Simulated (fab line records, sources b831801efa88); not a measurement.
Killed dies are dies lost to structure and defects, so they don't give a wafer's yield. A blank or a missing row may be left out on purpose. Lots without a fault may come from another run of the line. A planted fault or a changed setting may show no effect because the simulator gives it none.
A struck lot beside a sound one | flow sfq_line | 14 steps out of a route of 325
Sound: wafers L355.1, L355.3, L355.6. Struck: wafer L364.4. (L364.2, L364.6 of the same lot were not struck and are left out.) The cause comes at the end.
At each step with rows: each side's tool, then ch and its chambers, then its first start. Under that, the readings that differ: sound wafers | struck wafers | difference of the means | sigmas: that difference in standard deviations of wafers without a fault.
alike: readings whose means differ by less than 2 such deviations, and words and numbers that are the same on both sides. not compared: withheld readings, readings that some wafer has no value for, bounds like >300 that may hide the same value, and numbers for which the record gives no deviation and whose values overlap.
The two part at a step that has a row with sigmas, a row that says differs or no value, or rows on one side only. Numbers that don't overlap but have no deviation are shown without sigmas and don't part them. A reading that every wafer of one side lacks parts them only if that side has two wafers or more.

first, 6 steps without rows for these wafers: SFQ_TRILAYER_I6_VIA_LITHO_COAT_174 (resist thk 61.66 nm); SFQ_TRILAYER_I6_VIA_LITHO_COAT_169 (resist thk 650 nm); SFQ_TRILAYER_I6_VIA_LITHO_SOFTBAKE_173; SFQ_TRILAYER_I6_VIA_LITHO_EXPOSE_170 (exposes mask I6, target cd 700 nm); SFQ_TRILAYER_I6_VIA_LITHO_PEB_172 (peb time 60 s); SFQ_TRILAYER_I6_VIA_LITHO_DEVELOP_171 (time 60 s).
SFQ_I6_OVL_MEAS_942:
  sound on overlay-01, day 76 06:54; struck on overlay-02, day 78 17:30
  alike: I6_OVL
SFQ_TRILAYER_I6_VIA_BARC_OPEN_VIA_ETCH_235: etches BARC in O2, target depth 125 nm, time 41.7 s.
  sound on rie_diel-02 ch 0,1, day 76 06:56; struck on rie_diel-04 ch 2, day 78 17:32
  alike: drypump_motor_current_A, oes_product_au
  not compared: rf_hours_counter_h
SFQ_TRILAYER_I6_VIA_ETCH_VIA_ETCH_172: etches SiO2 in CHF3, stops on Nb, target depth 260 nm.
  sound on rie_diel-02 ch 0,1, day 76 06:59; struck on rie_diel-04 ch 2, day 78 17:34
  alike: drypump_motor_current_A, oes_product_au
SFQ_TRILAYER_I6_VIA_STRIP_STRIP_173: strips in O2.
  sound on rie_metal-04 ch 0,1, day 76 07:05; struck on rie_metal-02 ch 0, day 78 17:41
  alike: drypump_motor_current_A, oes_product_au
  not compared: rf_hours_counter_h
then, 2 steps without rows for these wafers: SFQ_TRILAYER_I6_VIA_STRIP_SOLV_CLEAN_174 (cleans in NMP, time 600 s); SFQ_TRILAYER_M7_DEP_PRE_CLEAN_176 (time 22.5 s).
SFQ_TRILAYER_M7_DEP_SPUTTER_175: material Nb, target thk 200 nm, time 133.3 s.
  sound on pvd_sputter-05, day 76 07:53; struck on pvd_sputter-05, day 78 18:29
  reading                  | sound                   | struck  | difference | sigmas
  chamber_pressure_pa (Pa) | 0.13364 0.13359 0.13375 | 0.10326 | -0.03040   | -99 or more
  throttle_valve_pct (%)   | 29.4 30.9 29.5          | 36.5    | +6.6       | +6
  alike: base_pressure_pa
SFQ_M7_RS_MEAS_943: measures by four-point-probe.
  sound on film_metro-04, day 76 07:59; struck on film_metro-03, day 78 18:36
  alike: M7_NB_RS

WHERE THEY PART
Only at SFQ_TRILAYER_M7_DEP_SPUTTER_175, within this record. Later steps at which nothing parts them and some readings are alike: SFQ_M7_RS_MEAS_943.

WHY: what the simulator had put in
Process parameter drift: pvd_sputter-05, from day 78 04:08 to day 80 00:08, at SFQ_TRILAYER_M7_DEP_SPUTTER_175. Setting chamber_pressure_pa, moved by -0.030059, from 0.1333. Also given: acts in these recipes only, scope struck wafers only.
